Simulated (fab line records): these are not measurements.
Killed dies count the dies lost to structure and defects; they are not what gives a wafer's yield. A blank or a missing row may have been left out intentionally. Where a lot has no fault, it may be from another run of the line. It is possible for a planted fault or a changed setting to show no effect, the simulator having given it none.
fab line records + flow sfq_line
record:
- lots: 14
- wafers: 42
- last_day: 97
route steps=325 shown INCOMING@1 L0V@23 M0@30 I0@43
lots that met no fault: from a run of the same line without faults
start_h: the number of hours between the record's first day and the start of the first shown wafer of the lot + wait_h: hours from the lot's prior step to this one + " repeats the value in the row above + L1.1+2: a single row standing in for several wafers + - no value present, or no start provided + * or withheld: withheld + < > ~ a bound
route shown NAME@n: names a module that has steps shown in the file, with the first one's number in the route + usual: average and standard deviation across the fault-free wafers + same: alike in all rows + chamber/n: place in a boat + sites: the reading at each site + _std_site: standard deviation of those values + _edge_site: outer sites' mean less inner sites' + radius_mm: how far each site lies from the wafer's centre + mask NAME#n: copy n + behind: the most recent tool/chamber to have shaped the wafer + hold: the reason the lot was held/the length of the hold in hours/how it ended + device: names the non-switching transistor (n, p or np) + end of line: the route-end tests of the same wafers + a step given without rows: its recipe and nothing more + killed: count of dies lost to structure and defects at first sort (not the wafer's yield) + map: a wafer's dies, marking killed ones x, the rest . and places with no die _
set.NAME: the setting the step ran with; set.NAME@STEP: the setting that earlier step ran with + model.NAME: the simulator's own value behind a step, which no gauge read
a sample of lots followed through the steps of the route, with each step as a table and each wafer as a row
services: from which hour (start_h, from the record's first day; less than 0 if before it) a tool's chamber was out of use, for how many hours, and why
== steps ==
step: SFQ_INCOMING_BOW_MEAS_900
recipe:
- mode: bow
usual:
- INCOMING_BOW: 0/7
| lot.wafer | tool          | chamber | start_h | wait_h | INCOMING_BOW[um] |
|-----------|---------------|---------|---------|--------|------------------|
| L410.1    | film_metro-01 | -       | 10.00   | -      | -4               |
| L410.2    | "             | -       | "       | "      | 11               |
| L410.5    | "             | -       | "       | "      | -2               |
| L412.1    | film_metro-02 | -       | 20.00   | -      | 10               |
| L412.5    | "             | -       | "       | "      | 2                |
| L412.6    | "             | -       | "       | "      | -1               |
| L414.3    | film_metro-02 | -       | 30.04   | -      | -1               |
| L414.4    | "             | -       | "       | "      | 0                |
| L414.6    | "             | -       | "       | "      | -2               |
| L415.1    | film_metro-03 | -       | 35.00   | -      | -5               |
| L415.4    | "             | -       | "       | "      | -9               |
| L415.5    | "             | -       | "       | "      | -2               |
| L417.3    | film_metro-03 | -       | 45.04   | -      | 1                |
| L417.4    | "             | -       | "       | "      | -7               |
| L417.6    | "             | -       | "       | "      | -7               |
| L423.3    | film_metro-01 | -       | 75.04   | -      | 2                |
| L423.4    | "             | -       | "       | "      | -12              |
| L423.5    | "             | -       | "       | "      | 0                |
| L424.1    | film_metro-01 | -       | 80.00   | -      | -4               |
| L424.3    | "             | -       | "       | "      | 0                |
| L424.6    | "             | -       | "       | "      | -25              |
| L425.2    | film_metro-03 | -       | 85.02   | -      | 5                |
| L425.3    | "             | -       | "       | "      | 2                |
| L425.4    | "             | -       | "       | "      | -1               |
| L426.3    | film_metro-01 | -       | 90.04   | -      | -2               |
| L426.5    | "             | -       | "       | "      | 2                |
| L426.6    | "             | -       | "       | "      | -9               |
| L427.3    | film_metro-03 | -       | 95.04   | -      | -2               |
| L427.4    | "             | -       | "       | "      | 2                |
| L427.5    | "             | -       | "       | "      | -2               |
| L428.1    | film_metro-01 | -       | 100.00  | -      | 11               |
| L428.3    | "             | -       | "       | "      | 0                |
| L428.4    | "             | -       | "       | "      | -15              |
| L430.3    | film_metro-02 | -       | 110.04  | -      | 13               |
| L430.4    | "             | -       | "       | "      | 9                |
| L430.5    | "             | -       | "       | "      | 3                |
| L432.1    | film_metro-01 | -       | 120.00  | -      | -11              |
| L432.5    | "             | -       | "       | "      | 1                |
| L432.6    | "             | -       | "       | "      | 2                |
| L433.1    | film_metro-02 | -       | 125.00  | -      | -4               |
| L433.4    | "             | -       | "       | "      | -10              |
| L433.6    | "             | -       | "       | "      | 5                |
step: SFQ_L0V_OVL_MEAS_903
usual:
- L0V_OVL: -1/5.8
| lot.wafer | tool       | chamber | start_h | wait_h | L0V_OVL[nm] |
|-----------|------------|---------|---------|--------|-------------|
| L410.1    | overlay-01 | -       | 196.64  | 0.1    | 1           |
| L410.2    | "          | -       | "       | "      | 1           |
| L410.5    | "          | -       | "       | "      | -6          |
| L412.1    | overlay-02 | -       | 207.44  | 0.1    | 0           |
| L412.5    | "          | -       | "       | "      | 2           |
| L412.6    | "          | -       | "       | "      | -2          |
| L414.3    | overlay-01 | -       | 218.38  | 0.1    | -7          |
| L414.4    | "          | -       | "       | "      | -5          |
| L414.6    | "          | -       | "       | "      | -3          |
| L415.1    | overlay-01 | -       | 230.37  | 0.1    | -7          |
| L415.4    | "          | -       | "       | "      | 0           |
| L415.5    | "          | -       | "       | "      | -9          |
| L417.3    | overlay-01 | -       | 253.18  | 0.1    | 6           |
| L417.4    | "          | -       | "       | "      | 8           |
| L417.6    | "          | -       | "       | "      | 6           |
| L423.3    | overlay-01 | -       | 289.79  | 0.1    | -2          |
| L423.4    | "          | -       | "       | "      | 3           |
| L423.5    | "          | -       | "       | "      | -2          |
| L424.1    | overlay-01 | -       | 298.18  | 0.1    | -5          |
| L424.3    | "          | -       | "       | "      | -2          |
| L424.6    | "          | -       | "       | "      | -3          |
| L425.2    | overlay-01 | -       | 308.99  | 0.1    | -14         |
| L425.3    | "          | -       | "       | "      | -11         |
| L425.4    | "          | -       | "       | "      | -16         |
| L426.3    | overlay-02 | -       | 318.59  | 0.1    | 1           |
| L426.5    | "          | -       | "       | "      | 1           |
| L426.6    | "          | -       | "       | "      | -4          |
| L427.3    | overlay-02 | -       | 327.45  | 0.1    | 8           |
| L427.4    | "          | -       | "       | "      | 13          |
| L427.5    | "          | -       | "       | "      | 9           |
| L428.1    | overlay-02 | -       | 331.04  | 0.1    | -8          |
| L428.3    | "          | -       | "       | "      | -10         |
| L428.4    | "          | -       | "       | "      | -8          |
| L430.3    | overlay-02 | -       | 344.25  | 0.1    | 9           |
| L430.4    | "          | -       | "       | "      | 6           |
| L430.5    | "          | -       | "       | "      | 8           |
| L432.1    | overlay-01 | -       | 353.84  | 0.1    | 5           |
| L432.5    | "          | -       | "       | "      | 1           |
| L432.6    | "          | -       | "       | "      | -1          |
| L433.1    | overlay-01 | -       | 359.97  | 0.1    | -3          |
| L433.4    | "          | -       | "       | "      | -1          |
| L433.6    | "          | -       | "       | "      | -4          |
step: SFQ_M0_RS_MEAS_904
recipe:
- thk_meas_gauge: four-point-probe
- reads: Nb_of_TRILAYER_M0_DEP_SPUTTER_019
usual:
- M0_NB_RS: 0.893/0.0083
| lot.wafer | tool          | chamber | start_h | wait_h | M0_NB_RS[ohm/sq] |
|-----------|---------------|---------|---------|--------|------------------|
| L410.1    | film_metro-02 | -       | 197.66  | 0.0    | 0.895            |
| L410.2    | "             | -       | "       | "      | 0.899            |
| L410.5    | "             | -       | "       | "      | 0.890            |
| L412.1    | film_metro-02 | -       | 208.47  | 0.0    | 0.891            |
| L412.5    | "             | -       | "       | "      | 0.899            |
| L412.6    | "             | -       | "       | "      | 0.894            |
| L414.3    | film_metro-04 | -       | 219.42  | 0.1    | 0.900            |
| L414.4    | "             | -       | "       | "      | 0.892            |
| L414.6    | "             | -       | "       | "      | 0.894            |
| L415.1    | film_metro-02 | -       | 231.43  | 0.0    | 0.893            |
| L415.4    | "             | -       | "       | "      | 0.893            |
| L415.5    | "             | -       | "       | "      | 0.892            |
| L417.3    | film_metro-04 | -       | 254.82  | 0.1    | 0.882            |
| L417.4    | "             | -       | "       | "      | 0.875            |
| L417.6    | "             | -       | "       | "      | 0.889            |
| L423.3    | film_metro-04 | -       | 290.85  | 0.1    | 0.888            |
| L423.4    | "             | -       | "       | "      | 0.899            |
| L423.5    | "             | -       | "       | "      | 0.893            |
| L424.1    | film_metro-04 | -       | 299.21  | 0.0    | 0.888            |
| L424.3    | "             | -       | "       | "      | 0.877            |
| L424.6    | "             | -       | "       | "      | 0.876            |
| L425.2    | film_metro-01 | -       | 310.03  | 0.1    | 0.902            |
| L425.3    | "             | -       | "       | "      | 0.918            |
| L425.4    | "             | -       | "       | "      | 0.901            |
| L426.3    | film_metro-01 | -       | 319.65  | 0.1    | 0.894            |
| L426.5    | "             | -       | "       | "      | 0.891            |
| L426.6    | "             | -       | "       | "      | 0.893            |
| L427.3    | film_metro-02 | -       | 328.50  | 0.1    | 0.880            |
| L427.4    | "             | -       | "       | "      | 0.878            |
| L427.5    | "             | -       | "       | "      | 0.884            |
| L428.1    | film_metro-04 | -       | 332.06  | 0.0    | 0.897            |
| L428.3    | "             | -       | "       | "      | 0.899            |
| L428.4    | "             | -       | "       | "      | 0.897            |
| L430.3    | film_metro-02 | -       | 345.47  | 0.1    | 0.886            |
| L430.4    | "             | -       | "       | "      | 0.887            |
| L430.5    | "             | -       | "       | "      | 0.886            |
| L432.1    | film_metro-02 | -       | 354.86  | 0.0    | 0.897            |
| L432.5    | "             | -       | "       | "      | 0.902            |
| L432.6    | "             | -       | "       | "      | 0.892            |
| L433.1    | film_metro-02 | -       | 360.98  | 0.0    | 0.885            |
| L433.4    | "             | -       | "       | "      | 0.893            |
| L433.6    | "             | -       | "       | "      | 0.887            |
step: SFQ_TRILAYER_I0_DEP_PECVD_027
recipe:
- material: SiO2
- temp_c: 150
- time_s: 111.11
- pressure_torr: 2.4
- rf_w: 183.3
- precursor: SiH4/N2O
- target_thk_nm: 500
usual:
- heater_power_w: 81/14
- run_length_s: 139.1/0.57
- showerhead_vpp_V: 832/24
- throttle_valve_pct: 24.3/1.2
| lot.wafer | tool     | chamber | start_h | wait_h | heater_power_w | run_length_s | showerhead_vpp_V | throttle_valve_pct |
|-----------|----------|---------|---------|--------|----------------|--------------|------------------|--------------------|
| L410.1    | pecvd-02 | 0       | 314.78  | 0.0    | 92             | 139.1        | 846              | 24.5               |
| L410.2    | "        | 2       | "       | "      | 78             | 138.8        | 860              | 23.2               |
| L410.5    | "        | 1       | "       | "      | 83             | 138.3        | 839              | 25.0               |
| L412.1    | pecvd-04 | 2       | 324.85  | 0.0    | 69             | 138.5        | 849              | 23.6               |
| L412.5    | "        | 2       | "       | "      | 70             | 138.6        | 830              | 23.3               |
| L412.6    | "        | 1       | "       | "      | 88             | 140.0        | 834              | 23.3               |
| L414.3    | pecvd-04 | 0       | 340.61  | 0.0    | 112            | 139.5        | 785              | 22.6               |
| L414.4    | "        | 1       | "       | "      | 87             | 139.8        | 834              | 23.5               |
| L414.6    | "        | 0       | "       | "      | 93             | 139.8        | 774              | 23.1               |
| L415.1    | pecvd-04 | 2       | 350.82  | 0.0    | 67             | 138.9        | 856              | 23.6               |
| L415.4    | "        | 1       | "       | "      | 96             | 139.7        | 847              | 23.7               |
| L415.5    | "        | 0       | "       | "      | 98             | 139.7        | 782              | 22.9               |
| L417.3    | pecvd-02 | 0       | 375.50  | 0.0    | 95             | 138.5        | 835              | 24.6               |
| L417.4    | "        | 0       | "       | "      | 99             | 138.8        | 837              | 24.4               |
| L417.6    | "        | 1       | "       | "      | 88             | 138.4        | 821              | 25.4               |
| L423.3    | pecvd-04 | 0       | 419.77  | 0.0    | 106            | 139.7        | 779              | 23.1               |
| L423.4    | "        | 0       | "       | "      | 113            | 139.6        | 765              | 23.1               |
| L423.5    | "        | 2       | "       | "      | 72             | 147.5        | 839              | 23.7               |
| L424.1    | pecvd-04 | 2       | 436.97  | 0.0    | 71             | 147.6        | 829              | 23.7               |
| L424.3    | "        | 1       | "       | "      | 88             | 139.7        | 838              | 23.7               |
| L424.6    | "        | 1       | "       | "      | 91             | 140.2        | 841              | 23.5               |
| L425.2    | pecvd-02 | 1       | 447.74  | 0.0    | 79             | 138.3        | 830              | 25.5               |
| L425.3    | "        | 2       | "       | "      | 84             | 138.8        | 864              | 23.3               |
| L425.4    | "        | 2       | "       | "      | 66             | 138.8        | 846              | 23.2               |
| L426.3    | pecvd-01 | 0       | 459.86  | 0.0    | 68             | 139.5        | 829              | 25.5               |
| L426.5    | "        | 1       | "       | "      | 76             | 139.9        | 834              | 24.4               |
| L426.6    | "        | 2       | "       | "      | 63             | 138.4        | 842              | 27.1               |
| L427.3    | pecvd-01 | 0       | 471.86  | 0.0    | 69             | 139.7        | 832              | 25.5               |
| L427.4    | "        | 0       | "       | "      | 55             | 139.3        | 826              | 25.7               |
| L427.5    | "        | 1       | "       | "      | 83             | 139.4        | 826              | 24.4               |
| L428.1    | pecvd-02 | 2       | 475.46  | 0.0    | 86             | 138.8        | 834              | 23.4               |
| L428.3    | "        | 0       | "       | "      | 97             | 138.5        | 836              | 24.4               |
| L428.4    | "        | 1       | "       | "      | 86             | 139.3        | 831              | 25.3               |
| L430.3    | pecvd-01 | 2       | 489.90  | 0.0    | 62             | 138.2        | 846              | 27.1               |
| L430.4    | "        | 1       | "       | "      | 75             | 139.7        | 833              | 24.0               |
| L430.5    | "        | 1       | "       | "      | 80             | 139.6        | 839              | 24.4               |
| L432.1    | pecvd-02 | 0       | 503.19  | 0.0    | 92             | 138.4        | 859              | 24.7               |
| L432.5    | "        | 1       | "       | "      | 78             | 138.3        | 840              | 25.4               |
| L432.6    | "        | 0       | "       | "      | 97             | 139.2        | 840              | 24.7               |
| L433.1    | pecvd-02 | 1       | 511.59  | 0.0    | 84             | 138.6        | 836              | 25.7               |
| L433.4    | "        | 2       | "       | "      | 83             | 138.7        | 850              | 23.6               |
| L433.6    | "        | 1       | "       | "      | 85             | 138.7        | 812              | 25.4               |
step: SFQ_TRILAYER_I0_CMP_CMP_028
recipe:
- material: SiO2
- down_force_psi: 3
- platen_rpm: 60
- pad_velocity_m_s: 0.94248
usual:
- motor_current_A: 10.4/1.1
- slurry_filter_dp_kPa: 13.50/0.14
- time_to_endpoint_s: 216/6.8
| lot.wafer | tool   | chamber | start_h | wait_h | motor_current_A | slurry_filter_dp_kPa | time_to_endpoint_s |
|-----------|--------|---------|---------|--------|-----------------|----------------------|--------------------|
| L410.1    | cmp-02 | 1       | 314.86  | 0.0    | 10.4            | 13.41                | 228                |
| L410.2    | "      | 0       | 316.36  | 1.5    | 8.8             | 13.51                | 221                |
| L410.5    | "      | 2       | 317.36  | 2.5    | 9.9             | 13.49                | 218                |
| L412.1    | cmp-02 | 1       | 326.80  | 1.9    | 10.7            | 13.52                | 220                |
| L412.5    | "      | 0       | 328.30  | 3.4    | 9.0             | 13.55                | 226                |
| L412.6    | "      | 1       | "       | "      | 10.5            | 13.67                | 227                |
| L414.4    | cmp-01 | 0       | 343.84  | 3.1    | 10.1            | 13.63                | 224                |
| L414.3    | "      | 3       | 345.34  | 4.7    | 9.5             | 13.32                | 213                |
| L414.6    | "      | 0       | "       | "      | 9.9             | 13.46                | 225                |
| L415.1    | cmp-01 | 3       | 351.40  | 0.5    | 9.6             | 13.43                | 210                |
| L415.4    | "      | 0       | "       | "      | 9.6             | 13.59                | 221                |
| L415.5    | "      | 2       | 352.90  | 2.0    | 11.5            | 13.51                | 218                |
| L417.3    | cmp-02 | 1       | 375.58  | 0.0    | 10.5            | 13.89                | 223                |
| L417.4    | "      | 3       | 376.58  | 1.0    | 12.5            | 13.66                | 221                |
| L417.6    | "      | 2       | 378.08  | 2.5    | 9.6             | 13.31                | 229                |
| L423.3    | cmp-02 | 0       | 433.11  | 13.3   | 8.0             | 13.43                | 223                |
| L423.4    | "      | 1       | "       | "      | 10.6            | 13.49                | 219                |
| L423.5    | "      | 1       | 435.61  | 15.8   | 10.8            | 13.56                | 250                |
| L424.1    | cmp-02 | 2       | 469.61  | 32.6   | 9.9             | 13.23                | 246                |
| L424.3    | "      | 0       | 470.61  | 33.6   | 8.8             | 13.49                | 221                |
| L424.6    | "      | 1       | "       | "      | 11.1            | 13.47                | 225                |
| L425.3    | cmp-02 | 2       | 475.11  | 27.3   | 9.9             | 13.57                | 205                |
| L425.2    | "      | 3       | "       | "      | 13.0            | 13.50                | 213                |
| L425.4    | "      | 0       | "       | "      | 9.1             | 13.26                | 223                |
| L426.3    | cmp-02 | 3       | 485.11  | 25.2   | 13.2            | 13.49                | 213                |
| L426.5    | "      | 1       | 486.11  | 26.2   | 10.3            | 13.69                | 227                |
| L426.6    | "      | 2       | "       | "      | 10.0            | 13.57                | 221                |
| L427.3    | cmp-02 | 2       | 488.11  | 16.2   | 9.7             | 13.43                | 208                |
| L427.4    | "      | 3       | "       | "      | 12.0            | 13.58                | 223                |
| L427.5    | "      | 1       | 489.61  | 17.7   | 10.7            | 13.50                | 224                |
| L428.1    | cmp-01 | 1       | 488.46  | 13.0   | 10.0            | 13.51                | 211                |
| L428.3    | "      | 2       | "       | "      | 12.6            | 13.57                | 211                |
| L428.4    | "      | 3       | "       | "      | 9.9             | 13.34                | 207                |
| L430.3    | cmp-01 | 3       | 493.96  | 4.0    | 9.7             | 13.75                | 214                |
| L430.4    | "      | 2       | 495.46  | 5.5    | 12.1            | 13.55                | 208                |
| L430.5    | "      | 3       | "       | "      | 9.8             | 13.31                | 213                |
| L432.1    | cmp-01 | 1       | 507.46  | 4.2    | 10.1            | 13.30                | 211                |
| L432.5    | "      | 2       | "       | "      | 12.1            | 13.46                | 207                |
| L432.6    | "      | 3       | "       | "      | 9.6             | 13.26                | 212                |
| L433.4    | cmp-02 | 1       | 512.90  | 1.2    | 10.3            | 13.69                | 219                |
| L433.1    | "      | 2       | "       | "      | 10.0            | 13.49                | 214                |
| L433.6    | "      | 1       | 514.90  | 3.2    | 10.7            | 13.56                | 217                |
== services ==
| tool     | chamber | start_h | hours | kind                           |
|----------|---------|---------|-------|--------------------------------|
| pecvd-01 | -       | 299.59  | 2.8   | pm                             |
| pecvd-02 | -       | 305.11  | 2.8   | pm                             |
| cmp-01   | -       | 322.67  | 15.2  | pm                             |
| cmp-02   | -       | 338.30  | 4.8   | pm                             |
| pecvd-04 | -       | 355.74  | 0.8   | repair                         |
| cmp-01   | -       | 360.15  | 2.4   | repair                         |
| pecvd-01 | -       | 365.58  | 5.5   | pm                             |
| pecvd-02 | 0       | 382.78  | 18.3  | repair                         |
| pecvd-04 | -       | 398.70  | 0.9   | repair                         |
| cmp-02   | -       | 403.09  | 1.2   | repair                         |
| cmp-02   | -       | 408.11  | 4.0   | pm                             |
| cmp-02   | -       | 412.11  | -     | consumable_replace:conditioner |
| cmp-02   | -       | 412.11  | -     | consumable_replace:pad         |
| cmp-01   | -       | 418.61  | 48.3  | repair                         |
| pecvd-02 | -       | 430.30  | 0.8   | pm                             |
| cmp-02   | -       | 478.69  | 2.0   | repair                         |
| pecvd-01 | 0       | 487.32  | 4.4   | repair                         |
| cmp-02   | -       | 501.97  | 0.7   | repair                         |
| cmp-02   | -       | 507.19  | 5.2   | repair                         |
== key ==
first_sign:
- step: SFQ_TRILAYER_I0_DEP_PECVD_027
- reading: run_length_s
- direction: up
- sigmas: 15
- usual: *
- struck: *
effect:
- step: SFQ_TRILAYER_I0_CMP_CMP_028
- reading: time_to_endpoint_s
- direction: up
- sigmas: 4.7
- usual: *
- struck: *
met_at SFQ_TRILAYER_I0_DEP_PECVD_027
struck_lots L423,L424
struck_wafers L423.5,L424.1
not_acting_at SFQ_INCOMING_BOW_MEAS_900,SFQ_L0V_OVL_MEAS_903,SFQ_M0_RS_MEAS_904
onset_between 350.82 419.77
fault:
- kind: process_parameter_drift
- tool: pecvd-04
- chamber: 2
- onset_h: 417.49
- steps: SFQ_TRILAYER_I0_DEP_PECVD_027
- channel: time_s
- offset: *
- shape: step
- end_h: 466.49
- acts_in: *
- stated: *
